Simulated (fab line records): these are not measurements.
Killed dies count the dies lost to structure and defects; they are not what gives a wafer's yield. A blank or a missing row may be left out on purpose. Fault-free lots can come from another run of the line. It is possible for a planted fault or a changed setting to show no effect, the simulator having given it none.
A lot that was struck, set against a sound lot | flow sky130 | 15 out of 708 route steps
Sound: these wafers, L687.1, L687.2, L687.3. The struck wafers were L693.2, L693.4, L693.6. The cause is given at the end.
Each step with rows lists, per side, the tool, then ch with its chambers, then its first start. Under that, the readings that differ: sound wafers | struck wafers | difference of the means | sigmas: that difference in standard deviations of wafers without a fault.
alike: readings with means less than 2 such deviations apart, plus words and numbers identical on both sides. not compared: withheld readings, readings lacking a value on some wafer, bounds such as >300 that could conceal the same value, and numbers that have no deviation in the record and whose values overlap.
A row with sigmas, a row that says differs or no value, or rows on one side alone: a step with any of these is where the two part. Numbers that don't overlap but have no deviation are shown without sigmas and don't part them. Lack of a reading on every wafer of one side parts them only where that side has two or more wafers.

SKY_VIA2_STRIP_16: strips in O2/N2.
  sound on plasma asher-02 ch 0,1, day 40 04:49; struck on plasma asher-01 ch 0,1, day 42 06:55
  alike: drypump motor current A, oes product au, strip time to endpoint s
  not compared: rf hours counter h
then, 4 steps without rows for these wafers: SKY_VIA2_STRIP_17 (strips in post etch residue remover, time 1200 s); SKY_VIA2_CLEAN_18 (cleans in IPA, time 180 s); SKY_VIA2_CLEAN_19 (cleans in O3/DIW); SKY_VIA2_SPUTTER_20 (material TiN, target thk 20 nm, time 80 s).
SKY_VIA2_CVD_21: deposits W, target thk 420 nm, time 126.4 s.
  sound on cvd w-02 ch 0,1, day 40 05:31; struck on cvd w-01 ch 0,1, day 42 07:34
  alike: heater power w
SKY_VIA2_RS_MEAS_22: measurement is done with a four-point probe.
  struck on film metro-03, day 42 07:43; sound on film metro-03, day 40 05:39
  alike: VIA2_W_RS
SKY_VIA2_THK_MEAS_23: measures by xrf.
  struck on film metro-03, day 42 07:50; sound on film metro-03, day 40 05:46
  alike: VIA2_W_THK
then, 1 step without rows for these wafers: SKY_VIA2_CMP_24 (polishes, stops on SiO2, t overpolish 20 s, target thk 0 nm).
SKY_METAL3_SPUTTER_00: material Ti, target thk 15 nm, time 10 s.
  struck on pvd sputter-03, day 42 10:17; sound on pvd sputter-03, day 40 06:08
  alike: throttle valve pct
SKY_METAL3_SPUTTER_01: material TiN, target thk 20 nm, time 16.7 s.
  struck on pvd sputter-03, day 42 10:19; sound on pvd sputter-03, day 40 06:09
  alike: throttle valve pct
SKY_METAL3_SPUTTER_02: material AlCu, target thk 735 nm, time 39.1 s.
  struck on pvd sputter-03, day 42 10:20; sound on pvd sputter-03, day 40 06:10
  alike: throttle valve pct
SKY_METAL3_SPUTTER_03: material Ti, target thk 5 nm, time 3.3 s.
  struck on pvd sputter-03, day 42 10:23; sound on pvd sputter-03, day 40 06:13
  reading                                   | sound             | struck            | difference | sigmas
  model.Ti_of_METAL3_SPUTTER_03.thk nm (nm) | 4.951 4.958 4.863 | 4.613 4.569 4.563 | -0.342     |
  alike: throttle valve pct
then, 1 step without rows for these wafers: SKY_METAL3_SPUTTER_04 (material TiN, target thk 70 nm, time 58.3 s).
-- the record jumps here: 8 days lie between the struck wafers' starts before and after (it left off in module METAL3 and takes up again in module PAD_OPEN, whose first step shown is number 708 of the route) --
SKY_PAD_OPEN_PROBE_99:
  rows exist in the record for the struck wafers here (prober-01, day 50 10:46), but not for the sound ones

## WHERE THEY PART
Only at SKY_PAD_OPEN_PROBE_99, as far as this record shows.

WHY: what had been put in by the simulator
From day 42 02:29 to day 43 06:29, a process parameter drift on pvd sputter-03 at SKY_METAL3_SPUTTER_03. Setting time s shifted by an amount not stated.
